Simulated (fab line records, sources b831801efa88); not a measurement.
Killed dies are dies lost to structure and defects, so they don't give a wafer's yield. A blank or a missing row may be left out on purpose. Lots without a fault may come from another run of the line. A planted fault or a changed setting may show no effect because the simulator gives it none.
Which tool did it? | flow sky130 | 12 lots, 36 wafers sampled, at 2 steps of a route of 708

WHAT THE GAUGES READ, wafer by wafer
SKY_SD_N_RS_MEAS_16: measures by four-point-probe.
lot  | measured     | on            | SD_N_RS (ohm/sq)
L074 | day 29 03:48 | film_metro-04 | 68.54 68.45 68.61
L077 | day 29 04:59 | film_metro-03 | 68.71 68.82 68.80
L078 | day 29 05:40 | film_metro-02 | 68.48 68.48 68.67
L081 | day 29 11:58 | film_metro-04 | 68.37 68.55 68.56
L083 | day 30 18:10 | film_metro-04 | 68.36 68.43 68.43
L086 | day 35 20:26 | film_metro-02 | 68.47 68.60 68.73
L089 | day 35 22:01 | film_metro-03 | 68.75 68.79 68.62
L088 | day 35 23:04 | film_metro-02 | 68.60 68.58 68.49
L095 | day 36 00:40 | film_metro-03 | 68.71 68.81 68.65
L090 | day 36 02:13 | film_metro-04 | 68.54 68.63 68.50
L096 | day 36 03:39 | film_metro-03 | 68.72 68.73 68.68
L092 | day 36 07:01 | film_metro-04 | 68.53 68.71 68.71

WHICH TOOL RAN EACH LOT (tool, then ch and the chambers of the sampled wafers, then the start)
lot  | SKY_SD_N_RTA_14
L074 | rtp_anneal-02 ch 0, day 29 03:33
L077 | rtp_anneal-02 ch 0, day 29 04:43
L078 | rtp_anneal-02 ch 0, day 29 05:25
L081 | rtp_anneal-02 ch 0, day 29 11:48
L083 | rtp_anneal-02 ch 0, day 30 18:00
L086 | rtp_anneal-02 ch 0, day 35 20:15
L089 | rtp_anneal-02 ch 0, day 35 21:51
L088 | rtp_anneal-02 ch 0, day 35 22:52
L095 | rtp_anneal-02 ch 0, day 36 00:30
L090 | rtp_anneal-02 ch 0, day 36 02:03
L096 | rtp_anneal-01 ch 0, day 36 03:28
L092 | rtp_anneal-02 ch 0, day 36 06:49
- SKY_SD_N_RTA_14: time 2 s.

THE ANSWER, worked out from the rows above alone
Rule: what is usual is taken from the lots themselves. Put in order of their means at a reading, lots are off if they are a third of the lots or fewer, leave a main group of 4 or more, and stand apart from it by a gap of 3 or more times the standard deviation of the main group's means; of several such gaps the widest counts. A main group whose means are all the same, to the digits that the tables above print for the reading, isn't used. A lot without any number at a reading at which 4 lots or more have one is off too. The other lots that the step has rows for count as sound.
No lot is off at any reading shown: from this, nothing can be told.

WHAT THE SIMULATOR HAD PUT IN
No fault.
